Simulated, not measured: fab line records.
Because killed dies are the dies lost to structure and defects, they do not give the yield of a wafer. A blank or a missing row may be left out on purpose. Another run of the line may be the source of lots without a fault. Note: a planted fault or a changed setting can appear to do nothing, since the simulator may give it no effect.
Problem report in the 8D (eight disciplines) form, filled by code    flow gf180mcu    the parts of the form that need people (team, actions taken, sign-off) are left out

## 1. WHAT WENT WRONG
MIM_CVD_05_THK at GF_MIM_THK_MEAS_06 reads a mean of 47.0 nm on 1 wafer of 1 lot; wafers without a fault read 41.9 nm with a standard deviation of 0.63. Measured from the usual mean, that is +8.1 standard deviations.
First seen on wafer L725.5, day 28 20:38, on film_metro-04. The record holds 39 wafers of 13 lots with a number at this step. Rule for "out", or "out of limits": more than 4 standard deviations from the usual mean. Any other wafer with a number is counted as sound.

## 2. WHAT IT IS AND WHAT IT IS NOT
question                     is                 is not
which readings at this step  MIM_CVD_05_THK     -
which lots                   L725               L713, L714, L715, L716, L717, L718, L724, L728, L729, L733, L734, L735
which wafers of those lots   L725.5             L725.4, L725.6
read on which gauges         film_metro-04      film_metro-01, film_metro-02
when                         from day 28 20:38  up to then (23 sound wafers); but 15 sound wafers of L728, L729, L733, L734, L735 came after

## 3. SUSPECTS, AND WHAT RULES EACH OUT
Counting: if a tool at a process step up to the reading ran every lot that is out, it stays a suspect. Sound lots after the first of them don't rule it out here, since some wafers of a struck lot are sound.
- the gauge at GF_MIM_THK_MEAS_06: kept. All the wafers that are out were read on film_metro-04, and no step on other tools shows them out.
- cvd_w-01 at GF_V4_CVD_23 (deposits W, target thk 350 nm, time 104.9 s): kept. The lot that is out, L725, ran on it at day 28 19:45; the last sound lot it ran before that was L718, at day 27 02:13.
- pvd_sputter-02 at GF_MIM_SPUTTER_02 (material AlCu, target thk 450 nm, time 23.9 s): kept. The lot that is out, L725, ran on it at day 28 20:28; the last sound lot it ran before that was L717, at day 26 14:51.
- pecvd-03 at GF_MIM_CVD_05 (deposits Si3N4, target thk 42 nm, time 29.086 s): kept. The lot that is out, L725, ran on it at day 28 20:35; the last sound lot it ran before that was L718, at day 27 03:02.
- Within cvd_w-01 at GF_V4_CVD_23: the wafers that are out ran in chamber 0; their sound lot-mates ran in chamber 1.
- Within pecvd-03 at GF_MIM_CVD_05: the wafers that are out ran in chamber 0; their sound lot-mates ran in chambers 1, 2.
Left after counting: cvd_w-01 at GF_V4_CVD_23, pvd_sputter-02 at GF_MIM_SPUTTER_02, pecvd-03 at GF_MIM_CVD_05, film_metro-04 at GF_MIM_THK_MEAS_06.

## 4. THE CAUSE (what the simulator had put in)
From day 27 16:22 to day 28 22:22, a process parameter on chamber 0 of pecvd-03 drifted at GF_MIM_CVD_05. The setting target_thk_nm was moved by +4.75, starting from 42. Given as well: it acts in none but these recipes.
This tool is one of the 4 suspects left after counting.

## 5. SEQUENCE OF EFFECTS, ordered by route
Each row: a reading where the mean over the struck wafers with a number is more than 3 standard deviations away from the usual. Scope: only readings with a usual standard deviation given in the record; hours: median across lots of the time from each lot's start at the first step in this table that gives one to its start at this step; sigmas: change in usual standard deviations.
hours  step                reading         usual    on struck wafers  change  sigmas
0      GF_MIM_THK_MEAS_06  MIM_CVD_05_THK  41.9 nm  47.0              +5.1    +8.1

## 6. WHAT WOULD HAVE CAUGHT IT SOONER
In this record the first reading out of limits at a measuring or inspecting step was taken at day 28 20:38, 28 hours after the fault began at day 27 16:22.
An alarm limit of 4 standard deviations would not have fired on the tool readings at GF_MIM_CVD_05 for which the record gives a usual standard deviation, since none of them was out on any struck wafer.
By day 28 20:38, every lot that is out (1) had started GF_MIM_CVD_05 on pecvd-03. Tool hold at that time: it would have spared none of them.
